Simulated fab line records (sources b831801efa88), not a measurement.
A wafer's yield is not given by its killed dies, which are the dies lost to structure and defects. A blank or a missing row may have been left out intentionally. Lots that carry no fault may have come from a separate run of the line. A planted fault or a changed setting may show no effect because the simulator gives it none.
fab line records + flow sky130
[record]
- lots = 11
- wafers = 33
- lastDay = 50
route steps=708 shown RES_PROTECT@215 POLY_GATE@218 SD_N@350
lots untouched by any fault: they come from a run of this same line in which no faults occurred
startH: hours from the record's first day to the start of the lot's first wafer shown + waitH: time in hours since the lot's previous step + " unchanged from the row above + L1.1+2: several wafers, shown together as one row + - value missing, or start not given + * or withheld: withheld + < > ~ a bound
route shown NAME@n: names a module that has steps shown in the file, with the first one's number in the route + usual: the fault-free wafers' mean and standard deviation + same: alike in all rows + chamber/n: place in a boat + sites: the reading at each site + _std_site: the standard deviation of these + _edge_site: mean of outer sites minus mean of inner sites + radiusMm: how far each site lies from the wafer's centre + mask NAME#n: copy n + behind: the tool/chamber that last shaped the wafer + hold: what put the lot on hold/how long, in hours/how the hold closed + device: the transistor (n, p or np) that didn't switch + end of line: tests of these same wafers at the route's end + step lacking rows: just its recipe + killed: dies that structure and defects cost at the first sort, which is not the same as the wafer's yield + map: per-die view of a wafer (x killed, . not killed, _ where there is no die)
set.NAME: setting as actually run; set.NAME@STEP: the setting as run at that earlier step + model.NAME: the simulator's own value behind a step, which no gauge read
one table for each step of the route and one row for each wafer, over a sample of lots
services: the hour from which a tool's chamber was out of use, counted from the record's first day as startH (under 0 if before that day), plus the number of hours and why
[[steps]]
[step SKY_RES_PROTECT_TW_MEAS_08]
[usual]
- POLY_GATE_TW = 3977/28
| lot.wafer | tool         | chamber | startH | waitH | POLY_GATE_TW |
|-----------|--------------|---------|--------|-------|--------------|
| L794.1    | filmMetro-01 | -       | 370.18 | 0.1   | 4007         |
| L794.2    | "            | -       | "      | "     | 3973         |
| L794.3    | "            | -       | "      | "     | 3992         |
| L795.1    | filmMetro-01 | -       | 373.33 | 0.1   | 4016         |
| L795.3    | "            | -       | "      | "     | 3992         |
| L795.6    | "            | -       | "      | "     | 4001         |
| L796.4    | filmMetro-01 | -       | 377.15 | 0.1   | 3999         |
| L796.5    | "            | -       | "      | "     | 3992         |
| L796.6    | "            | -       | "      | "     | 3996         |
| L798.1    | filmMetro-01 | -       | 394.32 | 0.1   | 3979         |
| L798.3    | "            | -       | "      | "     | 3971         |
| L798.6    | "            | -       | "      | "     | 3957         |
| L805.3    | filmMetro-03 | -       | 470.70 | 0.1   | 3978         |
| L805.4    | "            | -       | "      | "     | 3981         |
| L805.6    | "            | -       | "      | "     | 3968         |
| L808.2    | filmMetro-02 | -       | 477.89 | 0.1   | 3952         |
| L808.4    | "            | -       | "      | "     | 3931         |
| L808.6    | "            | -       | "      | "     | 3958         |
| L809.1    | filmMetro-01 | -       | 485.03 | 0.1   | 3990         |
| L809.2    | "            | -       | "      | "     | 4007         |
| L809.5    | "            | -       | "      | "     | 3996         |
| L811.1    | filmMetro-03 | -       | 504.03 | 0.1   | 3969         |
| L811.3    | "            | -       | "      | "     | 3974         |
| L811.5    | "            | -       | "      | "     | 3978         |
| L812.1    | filmMetro-01 | -       | 508.96 | 0.1   | 3999         |
| L812.3    | "            | -       | "      | "     | 4009         |
| L812.6    | "            | -       | "      | "     | 4013         |
| L813.4    | filmMetro-02 | -       | 519.19 | 0.1   | 3947         |
| L813.5    | "            | -       | "      | "     | 3953         |
| L813.6    | "            | -       | "      | "     | 3963         |
| L814.1    | filmMetro-01 | -       | 524.08 | 0.1   | 4005         |
| L814.2    | "            | -       | "      | "     | 4006         |
| L814.4    | "            | -       | "      | "     | 4024         |
[step SKY_POLY_GATE_THK_MEAS_04]
[recipe]
- reads = Si3N4_of_POLY_GATE_CVD_03
[usual]
- POLY_GATE_CVD_03_THK = 75.0/0.67
| lot.wafer | tool         | chamber | startH | waitH | POLY_GATE_CVD_03_THK[nm] |
|-----------|--------------|---------|--------|-------|--------------------------|
| L794.1    | filmMetro-01 | -       | 372.14 | 0.0   | 73.7                     |
| L794.2    | "            | -       | "      | "     | 74.3                     |
| L794.3    | "            | -       | "      | "     | 74.4                     |
| L795.1    | filmMetro-04 | -       | 374.80 | 0.0   | 75.1                     |
| L795.3    | "            | -       | "      | "     | 74.7                     |
| L795.6    | "            | -       | "      | "     | 74.3                     |
| L796.4    | filmMetro-04 | -       | 381.44 | 0.0   | 74.0                     |
| L796.5    | "            | -       | "      | "     | 73.5                     |
| L796.6    | "            | -       | "      | "     | 73.7                     |
| L798.1    | filmMetro-01 | -       | 397.40 | 0.0   | 75.5                     |
| L798.3    | "            | -       | "      | "     | 75.1                     |
| L798.6    | "            | -       | "      | "     | 75.9                     |
| L805.3    | filmMetro-04 | -       | 472.17 | 0.0   | 75.0                     |
| L805.4    | "            | -       | "      | "     | 74.4                     |
| L805.6    | "            | -       | "      | "     | 74.9                     |
| L808.2    | filmMetro-01 | -       | 479.37 | 0.0   | 75.5                     |
| L808.4    | "            | -       | "      | "     | 75.3                     |
| L808.6    | "            | -       | "      | "     | 76.1                     |
| L809.1    | filmMetro-01 | -       | 486.50 | 0.0   | 74.3                     |
| L809.2    | "            | -       | "      | "     | 74.9                     |
| L809.5    | "            | -       | "      | "     | 74.4                     |
| L811.1    | filmMetro-01 | -       | 505.51 | 0.0   | 75.8                     |
| L811.3    | "            | -       | "      | "     | 75.9                     |
| L811.5    | "            | -       | "      | "     | 75.6                     |
| L812.1    | filmMetro-01 | -       | 510.50 | 0.1   | 74.6                     |
| L812.3    | "            | -       | "      | "     | 74.0                     |
| L812.6    | "            | -       | "      | "     | 74.6                     |
| L813.4    | filmMetro-04 | -       | 520.67 | 0.0   | 74.4                     |
| L813.5    | "            | -       | "      | "     | 73.6                     |
| L813.6    | "            | -       | "      | "     | 73.4                     |
| L814.1    | filmMetro-04 | -       | 525.98 | 0.0   | 75.6                     |
| L814.2    | "            | -       | "      | "     | 75.1                     |
| L814.4    | "            | -       | "      | "     | 74.9                     |
[step SKY_SD_N_OVL_MEAS_08]
[usual]
- SD_N_OVL = 0.1/1.5
| lot.wafer | tool       | chamber | startH | waitH | SD_N_OVL[nm] |
|-----------|------------|---------|--------|-------|--------------|
| L794.1    | overlay-01 | -       | 672.68 | 0.1   | -2.6         |
| L794.2    | "          | -       | "      | "     | -2.3         |
| L794.3    | "          | -       | "      | "     | -2.1         |
| L795.1    | overlay-01 | -       | 678.60 | 0.1   | 0.1          |
| L795.3    | "          | -       | "      | "     | 1.2          |
| L795.6    | "          | -       | "      | "     | -0.8         |
| L796.4    | overlay-01 | -       | 685.32 | 0.1   | -0.3         |
| L796.5    | "          | -       | "      | "     | -1.1         |
| L796.6    | "          | -       | "      | "     | -0.8         |
| L798.1    | overlay-01 | -       | 699.82 | 0.1   | 0.4          |
| L798.3    | "          | -       | "      | "     | -0.7         |
| L798.6    | "          | -       | "      | "     | -1.0         |
| L805.3    | overlay-01 | -       | 767.05 | 0.1   | -1.6         |
| L805.4    | "          | -       | "      | "     | -0.6         |
| L805.6    | "          | -       | "      | "     | -0.6         |
| L808.2    | overlay-01 | -       | 775.39 | 0.1   | 0.0          |
| L808.4    | "          | -       | "      | "     | -1.7         |
| L808.6    | "          | -       | "      | "     | -0.5         |
| L809.1    | overlay-01 | -       | 779.85 | 0.1   | -1.9         |
| L809.2    | "          | -       | "      | "     | 0.3          |
| L809.5    | "          | -       | "      | "     | -0.5         |
| L811.1    | overlay-01 | -       | 799.65 | 0.1   | 2.8          |
| L811.3    | "          | -       | "      | "     | 2.8          |
| L811.5    | "          | -       | "      | "     | 2.2          |
| L812.1    | overlay-02 | -       | 801.18 | 0.1   | -0.5         |
| L812.3    | "          | -       | "      | "     | -0.5         |
| L812.6    | "          | -       | "      | "     | -0.3         |
| L813.4    | overlay-01 | -       | 810.52 | 0.1   | -2.2         |
| L813.5    | "          | -       | "      | "     | -0.9         |
| L813.6    | "          | -       | "      | "     | 0.2          |
| L814.1    | overlay-01 | -       | 814.93 | 0.1   | -1.2         |
| L814.2    | "          | -       | "      | "     | -2.2         |
| L814.4    | "          | -       | "      | "     | -2.5         |
[step SKY_SD_N_IMPLANT_09]
[recipe]
- species = As
- energyKev = 50
- doseCm2 = 4e+15
- tiltDeg = 0
[usual]
- beamEnergyKeV = 50.000/0.019
[same]
- implantIonAmu = 75
| lot.wafer | tool         | chamber | startH | waitH | beamEnergyKeV |
|-----------|--------------|---------|--------|-------|---------------|
| L794.1    | implanter-02 | 0       | 672.72 | 0.0   | 49.964        |
| L794.2    | "            | 0       | "      | "     | 50.008        |
| L794.3    | "            | 0       | "      | "     | 49.997        |
| L795.1    | implanter-02 | 0       | 678.64 | 0.0   | 50.018        |
| L795.3    | "            | 0       | "      | "     | 50.019        |
| L795.6    | "            | 0       | "      | "     | 50.030        |
| L796.4    | implanter-01 | 0       | 685.41 | 0.1   | 50.021        |
| L796.5    | "            | 0       | "      | "     | 50.028        |
| L796.6    | "            | 0       | "      | "     | 50.011        |
| L798.1    | implanter-01 | 0       | 699.86 | 0.0   | 49.991        |
| L798.3    | "            | 0       | "      | "     | 50.019        |
| L798.6    | "            | 0       | "      | "     | 50.004        |
| L805.3    | implanter-02 | 0       | 767.12 | 0.1   | 60.956        |
| L805.4    | "            | 0       | "      | "     | 60.941        |
| L805.6    | "            | 0       | "      | "     | 60.953        |
| L808.2    | implanter-02 | 0       | 775.44 | 0.0   | 60.957        |
| L808.4    | "            | 0       | "      | "     | 60.953        |
| L808.6    | "            | 0       | "      | "     | 60.930        |
| L809.1    | implanter-04 | 0       | 779.89 | 0.0   | 50.004        |
| L809.2    | "            | 0       | "      | "     | 49.992        |
| L809.5    | "            | 0       | "      | "     | 50.002        |
| L811.1    | implanter-01 | 0       | 799.69 | 0.0   | 49.975        |
| L811.3    | "            | 0       | "      | "     | 49.953        |
| L811.5    | "            | 0       | "      | "     | 49.978        |
| L812.1    | implanter-01 | 0       | 801.22 | 0.0   | 50.021        |
| L812.3    | "            | 0       | "      | "     | 49.987        |
| L812.6    | "            | 0       | "      | "     | 50.009        |
| L813.4    | implanter-01 | 0       | 810.62 | 0.1   | 50.011        |
| L813.5    | "            | 0       | "      | "     | 50.006        |
| L813.6    | "            | 0       | "      | "     | 49.998        |
| L814.1    | implanter-01 | 0       | 814.97 | 0.0   | 50.024        |
| L814.2    | "            | 0       | "      | "     | 50.008        |
| L814.4    | "            | 0       | "      | "     | 50.025        |
[step SKY_SD_N_STRIP_11]
[recipe]
- chemistry = O2/N2
- powerW = 1400
- pressureMtorr = 1500
- platenTempC = withheld
- o2FlowSccm = 3000
- n2FlowSccm = 300
- overashFraction = 0.5
[usual]
- chamberPressureMTorr = 1499.9/1.4
- drypumpMotorCurrentA = 5.5/0.36
- oesProductAu = 0.527/0.0044
- stripTimeToEndpointS = 22.54/0.043
| lot.wafer | tool           | chamber | startH | waitH | chamberPressureMTorr | drypumpMotorCurrentA | oesProductAu | rfHoursCounterH | stripTimeToEndpointS |
|-----------|----------------|---------|--------|-------|----------------------|----------------------|--------------|-----------------|----------------------|
| L794.1    | plasmaAsher-03 | 1       | 673.02 | 0.1   | 1498.2               | 5.4                  | 0.512        | 24              | 22.48                |
| L794.2    | "              | 0       | "      | "     | 1498.8               | 5.3                  | 0.525        | 24              | 22.46                |
| L794.3    | "              | 0       | "      | "     | 1498.1               | 5.3                  | 0.527        | -               | 22.52                |
| L795.1    | plasmaAsher-03 | 1       | 678.94 | 0.1   | 1501.4               | 5.4                  | 0.531        | 25              | 22.56                |
| L795.3    | "              | 1       | "      | "     | 1498.5               | 5.4                  | 0.526        | -               | 22.55                |
| L795.6    | "              | 1       | "      | "     | 1499.6               | 5.4                  | 0.523        | -               | 22.57                |
| L796.4    | plasmaAsher-03 | 1       | 685.67 | 0.1   | 1499.4               | 5.4                  | 0.528        | -               | 22.61                |
| L796.5    | "              | 0       | "      | "     | 1501.1               | 5.3                  | 0.536        | -               | 22.62                |
| L796.6    | "              | 1       | "      | "     | 1498.2               | 5.4                  | 0.526        | -               | 22.57                |
| L798.1    | plasmaAsher-01 | 1       | 700.16 | 0.1   | 1495.8               | 5.3                  | 0.526        | 59              | 22.56                |
| L798.3    | "              | 1       | "      | "     | 1499.1               | 5.3                  | 0.523        | -               | 22.51                |
| L798.6    | "              | 0       | "      | "     | 1498.9               | 5.4                  | 0.528        | -               | 22.52                |
| L805.3    | plasmaAsher-03 | 1       | 767.40 | 0.1   | 1501.1               | 5.4                  | 0.502        | -               | 24.21                |
| L805.4    | "              | 0       | "      | "     | 1500.0               | 5.3                  | 0.504        | -               | 24.21                |
| L805.6    | "              | 0       | "      | "     | 1497.9               | 5.3                  | 0.509        | -               | 24.20                |
| L808.2    | plasmaAsher-02 | 0       | 775.72 | 0.1   | 1495.5               | 6.4                  | 0.514        | 3               | 24.18                |
| L808.4    | "              | 0       | "      | "     | 1501.1               | 6.4                  | 0.507        | -               | 24.20                |
| L808.6    | "              | 0       | "      | "     | 1500.7               | 6.4                  | 0.514        | -               | 24.18                |
| L809.1    | plasmaAsher-03 | 1       | 780.19 | 0.1   | 1498.2               | 5.4                  | 0.532        | 34              | 22.51                |
| L809.2    | "              | 0       | "      | "     | 1499.3               | 5.3                  | 0.527        | 34              | 22.51                |
| L809.5    | "              | 0       | "      | "     | 1498.7               | 5.3                  | 0.530        | -               | 22.51                |
| L811.1    | plasmaAsher-01 | 1       | 799.99 | 0.1   | 1498.3               | 5.3                  | 0.527        | 69              | 22.48                |
| L811.3    | "              | 0       | "      | "     | 1500.3               | 5.4                  | 0.523        | -               | 22.49                |
| L811.5    | "              | 1       | "      | "     | 1500.6               | 5.3                  | 0.529        | -               | 22.52                |
| L812.1    | plasmaAsher-03 | 1       | 801.52 | 0.1   | 1499.9               | 5.4                  | 0.535        | 36              | 22.45                |
| L812.3    | "              | 0       | "      | "     | 1502.1               | 5.3                  | 0.530        | -               | 22.44                |
| L812.6    | "              | 0       | "      | "     | 1500.0               | 5.3                  | 0.536        | -               | 22.48                |
| L813.4    | plasmaAsher-02 | 1       | 810.87 | 0.1   | 1499.2               | 5.4                  | 0.528        | -               | 22.53                |
| L813.5    | "              | 0       | "      | "     | 1502.0               | 6.4                  | 0.528        | -               | 22.54                |
| L813.6    | "              | 1       | "      | "     | 1501.8               | 5.4                  | 0.528        | -               | 22.56                |
| L814.1    | plasmaAsher-02 | 1       | 815.27 | 0.1   | 1499.6               | 5.4                  | 0.528        | 7               | 22.56                |
| L814.2    | "              | 0       | "      | "     | 1501.2               | 6.3                  | 0.529        | 7               | 22.56                |
| L814.4    | "              | 1       | "      | "     | 1500.5               | 5.4                  | 0.532        | -               | 22.53                |
[step SKY_SD_N_TW_MEAS_12]
[usual]
- SD_N_TW = 3922/24
| lot.wafer | tool         | chamber | startH | waitH | hold                    | SD_N_TW |
|-----------|--------------|---------|--------|-------|-------------------------|---------|
| L794.1    | filmMetro-04 | -       | 673.12 | 0.1   | -                       | 3946    |
| L794.2    | "            | -       | "      | "     | -                       | 3948    |
| L794.3    | "            | -       | "      | "     | -                       | 3953    |
| L795.1    | filmMetro-02 | -       | 679.04 | 0.1   | -                       | 3909    |
| L795.3    | "            | -       | "      | "     | -                       | 3903    |
| L795.6    | "            | -       | "      | "     | -                       | 3918    |
| L796.4    | filmMetro-02 | -       | 685.77 | 0.1   | -                       | 3902    |
| L796.5    | "            | -       | "      | "     | -                       | 3911    |
| L796.6    | "            | -       | "      | "     | -                       | 3915    |
| L798.1    | filmMetro-01 | -       | 700.26 | 0.1   | -                       | 3969    |
| L798.3    | "            | -       | "      | "     | -                       | 3969    |
| L798.6    | "            | -       | "      | "     | -                       | 3974    |
| L805.3    | filmMetro-04 | -       | 767.49 | 0.1   | awaitDispo/0.2h/release | 4131    |
| L805.4    | "            | -       | "      | "     | awaitDispo/0.2h/release | 4122    |
| L805.6    | "            | -       | "      | "     | awaitDispo/0.2h/release | 4124    |
| L805.3    | filmMetro-04 | -       | 767.80 | 0.3   | -                       | 4146    |
| L805.4    | "            | -       | "      | "     | -                       | 4134    |
| L805.6    | "            | -       | "      | "     | -                       | 4125    |
| L808.2    | filmMetro-01 | -       | 775.83 | 0.1   | awaitDispo/0.2h/release | 4102    |
| L808.4    | "            | -       | "      | "     | awaitDispo/0.2h/release | 4100    |
| L808.6    | "            | -       | "      | "     | awaitDispo/0.2h/release | 4118    |
| L808.2    | filmMetro-01 | -       | 776.10 | 0.3   | -                       | 4098    |
| L808.4    | "            | -       | "      | "     | -                       | 4097    |
| L808.6    | "            | -       | "      | "     | -                       | 4105    |
| L809.1    | filmMetro-01 | -       | 780.29 | 0.1   | -                       | 3926    |
| L809.2    | "            | -       | "      | "     | -                       | 3913    |
| L809.5    | "            | -       | "      | "     | -                       | 3897    |
| L811.1    | filmMetro-01 | -       | 800.09 | 0.1   | -                       | 3947    |
| L811.3    | "            | -       | "      | "     | -                       | 3945    |
| L811.5    | "            | -       | "      | "     | -                       | 3922    |
| L812.1    | filmMetro-02 | -       | 801.62 | 0.1   | -                       | 3899    |
| L812.3    | "            | -       | "      | "     | -                       | 3896    |
| L812.6    | "            | -       | "      | "     | -                       | 3879    |
| L813.4    | filmMetro-02 | -       | 810.97 | 0.1   | -                       | 3883    |
| L813.5    | "            | -       | "      | "     | -                       | 3883    |
| L813.6    | "            | -       | "      | "     | -                       | 3913    |
| L814.1    | filmMetro-02 | -       | 815.37 | 0.1   | -                       | 3885    |
| L814.2    | "            | -       | "      | "     | -                       | 3885    |
| L814.4    | "            | -       | "      | "     | -                       | 3894    |
[step SKY_SD_N_RS_MEAS_16]
[recipe]
- thkMeasGauge = four-point-probe
[usual]
- SD_N_RS = 68.63/0.1
| lot.wafer | tool         | chamber | startH | waitH | hold                    | SD_N_RS[ohm/sq] |
|-----------|--------------|---------|--------|-------|-------------------------|-----------------|
| L794.1    | filmMetro-02 | -       | 673.40 | 0.1   | -                       | 68.53           |
| L794.2    | "            | -       | "      | "     | -                       | 68.55           |
| L794.3    | "            | -       | "      | "     | -                       | 68.57           |
| L795.1    | filmMetro-04 | -       | 679.32 | 0.1   | -                       | 68.68           |
| L795.3    | "            | -       | "      | "     | -                       | 68.70           |
| L795.6    | "            | -       | "      | "     | -                       | 68.79           |
| L796.4    | filmMetro-01 | -       | 686.08 | 0.1   | -                       | 68.53           |
| L796.5    | "            | -       | "      | "     | -                       | 68.49           |
| L796.6    | "            | -       | "      | "     | -                       | 68.55           |
| L798.1    | filmMetro-02 | -       | 700.55 | 0.1   | -                       | 68.65           |
| L798.3    | "            | -       | "      | "     | -                       | 68.65           |
| L798.6    | "            | -       | "      | "     | -                       | 68.88           |
| L805.3    | filmMetro-02 | -       | 771.92 | 0.1   | awaitDispo/0.2h/release | 61.69           |
| L805.4    | "            | -       | "      | "     | awaitDispo/0.2h/release | 61.65           |
| L805.6    | "            | -       | "      | "     | awaitDispo/0.2h/release | 61.72           |
| L805.3    | filmMetro-02 | -       | 772.40 | 0.5   | -                       | 61.80           |
| L805.4    | "            | -       | "      | "     | -                       | 61.71           |
| L805.6    | "            | -       | "      | "     | -                       | 61.69           |
| L808.2    | filmMetro-02 | -       | 777.06 | 0.1   | awaitDispo/0.2h/release | 61.64           |
| L808.4    | "            | -       | "      | "     | awaitDispo/0.2h/release | 61.68           |
| L808.6    | "            | -       | "      | "     | awaitDispo/0.2h/release | 61.68           |
| L808.2    | filmMetro-02 | -       | 777.35 | 0.3   | -                       | 61.72           |
| L808.4    | "            | -       | "      | "     | -                       | 61.57           |
| L808.6    | "            | -       | "      | "     | -                       | 61.63           |
| L809.1    | filmMetro-01 | -       | 780.57 | 0.1   | -                       | 68.68           |
| L809.2    | "            | -       | "      | "     | -                       | 68.58           |
| L809.5    | "            | -       | "      | "     | -                       | 68.78           |
| L811.1    | filmMetro-01 | -       | 800.37 | 0.1   | -                       | 68.84           |
| L811.3    | "            | -       | "      | "     | -                       | 68.54           |
| L811.5    | "            | -       | "      | "     | -                       | 68.62           |
| L812.1    | filmMetro-01 | -       | 801.90 | 0.1   | -                       | 68.61           |
| L812.3    | "            | -       | "      | "     | -                       | 68.56           |
| L812.6    | "            | -       | "      | "     | -                       | 68.65           |
| L813.4    | filmMetro-01 | -       | 811.28 | 0.1   | -                       | 68.52           |
| L813.5    | "            | -       | "      | "     | -                       | 68.53           |
| L813.6    | "            | -       | "      | "     | -                       | 68.43           |
| L814.1    | filmMetro-01 | -       | 815.65 | 0.1   | -                       | 68.63           |
| L814.2    | "            | -       | "      | "     | -                       | 68.65           |
| L814.4    | "            | -       | "      | "     | -                       | 68.71           |
[[services]]
| tool           | chamber | startH | hours | kind      |
|----------------|---------|--------|-------|-----------|
| plasmaAsher-01 | -       | 665.34 | 1.1   | repair    |
| implanter-02   | -       | 684.53 | 4.3   | repair    |
| implanter-04   | -       | 685.81 | 2.6   | repair    |
| implanter-04   | -       | 708.64 | 2.4   | repair    |
| plasmaAsher-03 | -       | 719.11 | 4.5   | repair    |
| plasmaAsher-02 | -       | 733.75 | 9.0   | pm        |
| plasmaAsher-02 | 0       | 733.75 | 9.0   | ventCycle |
| plasmaAsher-02 | 1       | 733.75 | 9.0   | ventCycle |
| plasmaAsher-02 | 0       | 742.75 | -     | clean     |
| plasmaAsher-02 | 1       | 742.75 | -     | clean     |
[[key]]
[firstSign]
- step = SKY_SD_N_IMPLANT_09
- reading = beamEnergyKeV
- direction = up
- sigmas = 99+
- usual = *
- struck = *
[effect]
- step = SKY_SD_N_STRIP_11
- reading = stripTimeToEndpointS
- direction = up
- sigmas = 39
- usual = *
- struck = *
[effect]
- step = SKY_SD_N_TW_MEAS_12
- reading = visit
- direction = added
[effect]
- step = SKY_SD_N_TW_MEAS_12
- reading = SD_N_TW
- direction = up
- sigmas = 8
- usual = 3922
- struck = 4116
[effect]
- step = SKY_SD_N_RS_MEAS_16
- reading = visit
- direction = added
[effect]
- step = SKY_SD_N_RS_MEAS_16
- reading = SD_N_RS
- direction = down
- sigmas = 69
- usual = 68.63
- struck = 61.68
metAt SKY_SD_N_IMPLANT_09
struckLots L805,L808
scrappedBehind SKY_SD_N_RS_MEAS_16 L805.3,L805.4,L805.6,L808.2,L808.4,L808.6
notActingAt SKY_RES_PROTECT_TW_MEAS_08,SKY_POLY_GATE_THK_MEAS_04,SKY_SD_N_OVL_MEAS_08
onsetBetween 678.64 767.12
[fault]
- kind = processParameterDrift
- tool = implanter-02
- chamber = -
- onsetH = 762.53
- steps = SKY_SD_N_IMPLANT_09
- channel = energyKev
- offset = *
- shape = step
- endH = 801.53
- actsIn = *
- stated = *
